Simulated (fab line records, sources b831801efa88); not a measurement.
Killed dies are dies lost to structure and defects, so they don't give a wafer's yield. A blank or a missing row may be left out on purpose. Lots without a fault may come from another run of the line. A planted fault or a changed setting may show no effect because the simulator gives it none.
fab line records | flow gf180mcu
record lots=13 wafers=38 last_day=34
route steps=602 shown POLY_GATE@171 PSD@258 SAB@272 CONTACT@313
lots that met no fault: from a run of the same line without faults
start_h: hours from the record's first day to the start of the lot's first wafer shown | wait_h: hours since the lot's step before | " the same as in the row above | L1.1+2: a row that stands for several wafers | - no value, or no start given | * or withheld: withheld | < > ~ a bound
route shown NAME@n: a module of which the file shows steps, and the number in the route of the first | usual: mean/standard deviation of fault-free wafers | same: alike in all rows | chamber/n: place in a boat | sites: the reading at each site | _std_site: their standard deviation | _edge_site: outer sites' mean less inner sites' | radius_mm: how far each site lies from the wafer's centre | mask NAME#n: copy n | behind: the tool/chamber that last shaped the wafer | hold: why the lot was held/for how many hours/how that ended | device: the transistor (n, p or np) that didn't switch | end of line: the same wafers' tests at the end of the route | a step without rows: its recipe alone | killed: dies lost to structure and defects at the first sort, not the wafer's yield | map: a wafer's dies, x killed, . not, _ none there
set.NAME: the setting as run; set.NAME@STEP: as run at that earlier step | model.NAME: the simulator's own value behind a step, which no gauge read
steps of the route over a sample of lots; a table a step, a row a wafer
services: from which hour (start_h, from the record's first day; less than 0 if before it) a tool's chamber was out of use, for how many hours, and why
## steps
# step GF_POLY_GATE_STRIP_14
# recipe chemistry=O2/N2 power_w=1400 pressure_mtorr=1500 platen_temp_c=250 o2_flow_sccm=3000 n2_flow_sccm=300 overash_fraction=0.5
# usual drypump_motor_current_A=5.7/0.46 heater_power_w=312/41 oes_product_au=0.504/0.0045
# columns lot.wafer tool chamber start_h wait_h drypump_motor_current_A heater_power_w oes_product_au rf_hours_counter_h
L474.1 plasma_asher-04 1 199.27 0.0 5.3 271 0.508 53
L474.5 " 0 " " 5.5 325 0.504 -
L475.2 plasma_asher-04 0 205.42 0.0 5.5 335 0.508 54
L475.3 " 1 " " 5.3 279 0.499 -
L475.4 " 0 " " 5.5 328 0.507 -
L476.3 plasma_asher-04 1 211.75 0.1 5.2 280 0.507 -
L476.4 " 0 " " 5.5 328 0.504 -
L476.5 " 1 " " 5.2 282 0.509 -
L477.2 plasma_asher-03 0 217.12 0.0 6.0 421 0.509 56
L477.3 " 1 " " 5.4 263 0.498 -
L477.6 " 1 " " 5.4 254 0.508 -
L478.1 plasma_asher-04 0 227.72 0.0 5.5 326 0.510 56
L478.2 " 1 " " 5.3 277 0.498 56
L478.4 " 1 " " 5.3 283 0.499 -
L479.1 plasma_asher-01 0 233.37 0.0 5.8 303 0.506 12
L479.4 " 1 " " 6.6 309 0.499 -
L479.5 " 0 " " 5.8 306 0.497 -
L484.2 plasma_asher-01 0 270.57 0.0 5.8 311 0.503 16
L484.3 " 0 " " 5.8 307 0.504 -
L484.5 " 1 " " 6.5 306 0.505 -
L485.1 plasma_asher-04 0 278.37 0.0 5.5 326 0.512 60
L485.4 " 1 " " 5.2 283 0.499 -
L485.6 " 1 " " 5.2 279 0.508 -
L489.1 plasma_asher-03 1 302.42 0.0 5.4 270 0.500 66
L489.2 " 0 " " 6.0 428 0.508 66
L489.6 " 0 " " 6.0 433 0.506 -
L490.2 plasma_asher-04 0 309.22 0.0 5.5 322 0.504 64
L490.3 " 0 " " 5.5 329 0.504 -
L490.6 " 0 " " 5.5 329 0.505 -
L492.2 plasma_asher-04 1 327.47 0.0 5.3 280 0.505 66
L492.5 " 0 " " 5.5 335 0.504 -
L492.6 " 1 " " 5.3 283 0.506 -
L493.1 plasma_asher-01 0 333.17 0.0 5.8 307 0.497 24
L493.3 " 1 " " 6.6 302 0.503 -
L493.5 " 1 " " 6.5 313 0.510 -
L497.3 plasma_asher-04 1 361.60 0.1 5.3 288 0.513 -
L497.5 " 0 " " 5.5 318 0.506 -
L497.6 " 1 " " 5.3 279 0.499 -
# step GF_PSD_STRIP_10
# recipe chemistry=O2/N2 power_w=1400 pressure_mtorr=1500 platen_temp_c=250 o2_flow_sccm=3000 n2_flow_sccm=300 overash_fraction=0.5
# usual drypump_motor_current_A=5.9/0.43 heater_power_w=325/27 oes_product_au=0.592/0.0044 strip_time_to_endpoint_s=16.52/0.034
# columns lot.wafer tool chamber start_h wait_h drypump_motor_current_A heater_power_w oes_product_au rf_hours_counter_h strip_time_to_endpoint_s
L474.1 plasma_asher-02 1 319.64 0.1 5.7 356 0.591 53 16.60
L474.5 " 0 " " 6.3 358 0.586 - 16.59
L475.2 plasma_asher-02 0 327.23 0.1 6.3 357 0.587 53 16.50
L475.3 " 1 " " 5.7 348 0.588 - 16.49
L475.4 " 0 " " 6.3 349 0.588 - 16.50
L476.3 plasma_asher-01 0 337.76 0.1 5.7 297 0.589 - 16.49
L476.4 " 1 " " 6.5 305 0.586 - 16.47
L476.5 " 1 " " 6.5 314 0.596 - 16.50
L477.2 plasma_asher-01 0 342.38 0.1 5.7 305 0.587 25 16.53
L477.3 " 1 " " 6.6 306 0.590 - 16.54
L477.6 " 1 " " 6.6 310 0.597 - 16.52
L478.1 plasma_asher-01 0 350.78 0.1 5.8 301 0.596 26 16.55
L478.2 " 1 " " 6.5 301 0.595 26 16.47
L478.4 " 1 " " 6.5 313 0.594 - 16.48
L479.1 plasma_asher-01 0 359.61 0.1 5.8 313 0.579 26 16.57
L479.4 " 1 " " 6.6 308 0.589 - 16.59
L479.5 " 0 " " 5.7 299 0.588 - 16.53
L484.2 plasma_asher-02 1 404.11 0.1 5.7 348 0.598 60 16.51
L484.3 " 0 " " 6.3 353 0.587 - 16.46
L484.5 " 0 " " 6.3 358 0.593 - 16.53
L485.1 plasma_asher-02 1 414.91 0.1 5.7 347 0.590 61 16.52
L485.4 " 1 " " 5.7 345 0.594 - 16.47
L485.6 " 0 " " 6.2 361 0.592 - 16.51
L489.1 plasma_asher-02 0 441.16 0.1 6.3 359 0.596 65 16.56
L489.2 " 1 " " 5.7 348 0.592 65 16.55
L489.6 " 1 " " 5.7 353 0.594 - 16.58
L490.2 plasma_asher-02 0 446.68 0.1 6.3 355 0.590 65 16.48
L490.3 " 0 " " 6.3 354 0.592 - 16.52
L490.6 " 1 " " 5.7 350 0.596 - 16.49
L492.2 plasma_asher-04 0 469.26 0.1 5.5 324 0.593 4 16.60
L492.5 " 1 " " 5.3 277 0.596 - 16.57
L492.6 " 0 " " 5.5 324 0.601 - 16.55
L493.1 plasma_asher-01 0 476.78 0.1 5.8 306 0.593 39 16.53
L493.3 " 1 " " 6.6 310 0.596 - 16.55
L493.5 " 1 " " 6.6 314 0.595 - 16.52
L497.3 plasma_asher-02 0 508.09 0.1 6.3 354 0.595 - 16.55
L497.5 " 0 " " 6.3 357 0.589 - 16.52
L497.6 " 1 " " 5.7 353 0.592 - 16.55
# step GF_SAB_DEVELOP_08
# recipe develop_time_s=60 dev_temp_c=23
# usual developer_temp_C=23.01/0.097
# columns lot.wafer tool chamber start_h wait_h developer_temp_C
L474.1 litho_track-04 0 340.76 0.1 23.00
L474.5 " 0 " " 23.07
L475.2 litho_track-02 0 348.78 0.1 22.93
L475.3 " 0 " " 23.01
L475.4 " 0 " " 22.87
L476.3 litho_track-04 0 359.91 0.1 23.01
L476.4 " 0 " " 23.07
L476.5 " 0 " " 23.13
L477.2 litho_track-02 0 364.78 0.1 23.02
L477.3 " 0 " " 22.95
L477.6 " 0 " " 23.21
L478.1 litho_track-04 0 373.16 0.1 23.02
L478.2 " 0 " " 23.17
L478.4 " 0 " " 22.84
L479.1 litho_track-04 0 382.41 0.1 23.03
L479.4 " 0 " " 22.94
L479.5 " 0 " " 22.99
L484.2 litho_track-02 0 428.33 0.1 22.94
L484.3 " 0 " " 22.79
L484.5 " 0 " " 23.08
L485.1 litho_track-04 0 439.21 0.1 22.93
L485.4 " 0 " " 22.87
L485.6 " 0 " " 23.07
L489.1 litho_track-01 0 465.06 0.1 22.89
L489.2 " 0 " " 22.98
L489.6 " 0 " " 23.08
L490.2 litho_track-02 0 470.33 0.1 23.16
L490.3 " 0 " " 23.04
L490.6 " 0 " " 22.95
L492.2 litho_track-04 0 493.48 0.1 20.67
L492.5 " 0 " " 20.71
L492.6 " 0 " " 20.80
L493.1 litho_track-04 0 500.56 0.1 20.83
L493.3 " 0 " " 20.76
L493.5 " 0 " " 20.76
L497.3 litho_track-01 0 531.81 0.1 23.03
L497.5 " 0 " " 23.15
L497.6 " 0 " " 22.99
# step GF_SAB_CD_MEAS_09
# recipe target_cd_nm=420
# usual cd_nm=420.5/2.4
# columns lot.wafer tool chamber start_h wait_h hold cd_nm
L474.1 cd_sem-02 - 340.91 0.1 - 426.0
L474.5 " - " " - 425.1
L475.2 cd_sem-01 - 349.02 0.2 - 414.0
L475.3 " - " " - 417.8
L475.4 " - " " - 417.2
L476.3 cd_sem-01 - 360.05 0.1 - 422.7
L476.4 " - " " - 422.6
L476.5 " - " " - 423.4
L477.2 cd_sem-02 - 364.93 0.1 - 424.0
L477.3 " - " " - 422.8
L477.6 " - " " - 424.4
L478.1 cd_sem-02 - 373.31 0.1 - 419.5
L478.2 " - " " - 418.0
L478.4 " - " " - 419.0
L479.1 cd_sem-01 - 382.56 0.1 - 417.9
L479.4 " - " " - 420.0
L479.5 " - " " - 417.8
L484.2 cd_sem-01 - 428.47 0.1 - 421.7
L484.3 " - " " - 420.8
L484.5 " - " " - 419.2
L485.1 cd_sem-02 - 439.36 0.1 - 422.9
L485.4 " - " " - 425.8
L485.6 " - " " - 423.7
L489.1 cd_sem-01 - 465.21 0.1 - 419.9
L489.2 " - " " - 419.6
L489.6 " - " " - 416.4
L490.2 cd_sem-02 - 470.47 0.1 - 420.9
L490.3 " - " " - 419.6
L490.6 " - " " - 418.6
L492.2 cd_sem-01 - 493.63 0.1 await_dispo/0.2h/release 411.5
L492.5 " - " " await_dispo/0.2h/release 409.7
L492.6 " - " " await_dispo/0.2h/release 408.2
L492.2 cd_sem-01 - 494.05 0.4 - 411.7
L492.5 " - " " - 410.4
L492.6 " - " " - 408.3
L493.1 cd_sem-01 - 500.71 0.1 - 412.8
L493.3 " - " " - 412.6
L493.5 " - " " - 412.7
L497.3 cd_sem-01 - 531.95 0.1 - 421.1
L497.5 " - " " - 418.7
L497.6 " - " " - 420.6
# step GF_CONTACT_THK_MEAS_26
# recipe thk_meas_gauge=xrf reads=W_of_CONTACT_CVD_24
# usual CONTACT_W_THK=309/6.1
# columns lot.wafer tool chamber start_h wait_h CONTACT_W_THK[nm]
L474.1 film_metro-03 - 365.30 0.1 313
L474.5 " - " " 312
L475.2 film_metro-01 - 374.00 0.1 301
L475.3 " - " " 301
L475.4 " - " " 312
L476.3 film_metro-01 - 385.31 0.1 307
L476.4 " - " " 308
L476.5 " - " " 311
L477.2 film_metro-01 - 390.10 0.1 303
L477.3 " - " " 303
L477.6 " - " " 304
L478.1 film_metro-03 - 398.28 0.1 314
L478.2 " - " " 324
L478.4 " - " " 315
L479.1 film_metro-03 - 406.85 0.1 306
L479.4 " - " " 305
L479.5 " - " " 315
L484.2 film_metro-02 - 455.75 0.1 304
L484.3 " - " " 298
L484.5 " - " " 300
L485.1 film_metro-02 - 467.13 0.1 309
L485.4 " - " " 307
L485.6 " - " " 308
L489.1 film_metro-02 - 492.39 0.1 306
L489.2 " - " " 313
L489.6 " - " " 306
L490.2 film_metro-02 - 497.13 0.1 313
L490.3 " - " " 314
L490.6 " - " " 309
L492.2 film_metro-01 - 519.86 0.1 301
L492.5 " - " " 303
L492.6 " - " " 308
L493.1 film_metro-02 - 526.70 0.1 305
L493.3 " - " " 298
L493.5 " - " " 303
L497.3 film_metro-03 - 556.91 0.1 307
L497.5 " - " " 307
L497.6 " - " " 316
## services
# columns tool chamber start_h hours kind
plasma_asher-03 - 179.27 2.8 pm
plasma_asher-03 - 227.66 3.4 repair
plasma_asher-03 - 245.86 2.6 repair
plasma_asher-04 - 256.14 12.0 repair
plasma_asher-01 - 256.35 0.7 repair
plasma_asher-03 - 258.49 3.5 repair
litho_track-04 - 258.72 - consumable_replace:filter
plasma_asher-02 - 269.59 23.2 repair
plasma_asher-04 - 272.31 3.5 repair
plasma_asher-02 - 292.77 4.9 pm
plasma_asher-02 - 324.30 2.4 repair
plasma_asher-02 - 381.37 5.9 repair
plasma_asher-02 - 387.23 2.8 pm
plasma_asher-04 - 421.25 9.0 pm
plasma_asher-04 0 421.25 9.0 vent_cycle
plasma_asher-04 1 421.25 9.0 vent_cycle
plasma_asher-03 - 427.32 3.6 repair
plasma_asher-04 0 430.25 - clean
plasma_asher-04 1 430.25 - clean
plasma_asher-04 - 497.82 2.8 pm
## key
first_sign step=GF_SAB_DEVELOP_08 reading=developer_temp_C direction=down sigmas=23 usual=* struck=*
effect step=GF_SAB_CD_MEAS_09 reading=visit direction=added
met_at GF_SAB_DEVELOP_08
struck_lots L492,L493
tester_left_out L492,L493
not_acting_at GF_POLY_GATE_STRIP_14,GF_PSD_STRIP_10,GF_CONTACT_THK_MEAS_26
onset_between 439.21 493.48
fault kind=process_parameter_drift tool=litho_track-04 chamber=- onset_h=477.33 steps=GF_SAB_DEVELOP_08 channel=dev_temp_c offset=* shape=step end_h=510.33 acts_in=* stated=*
# tester_left_out: of these lots the tester's yield and bins aren't shown, on N5 and GAA mostly nor the transistor test; their killed dies are dies lost to structure and defects alone, not to doping, threshold or leakage, so they don't give the yield
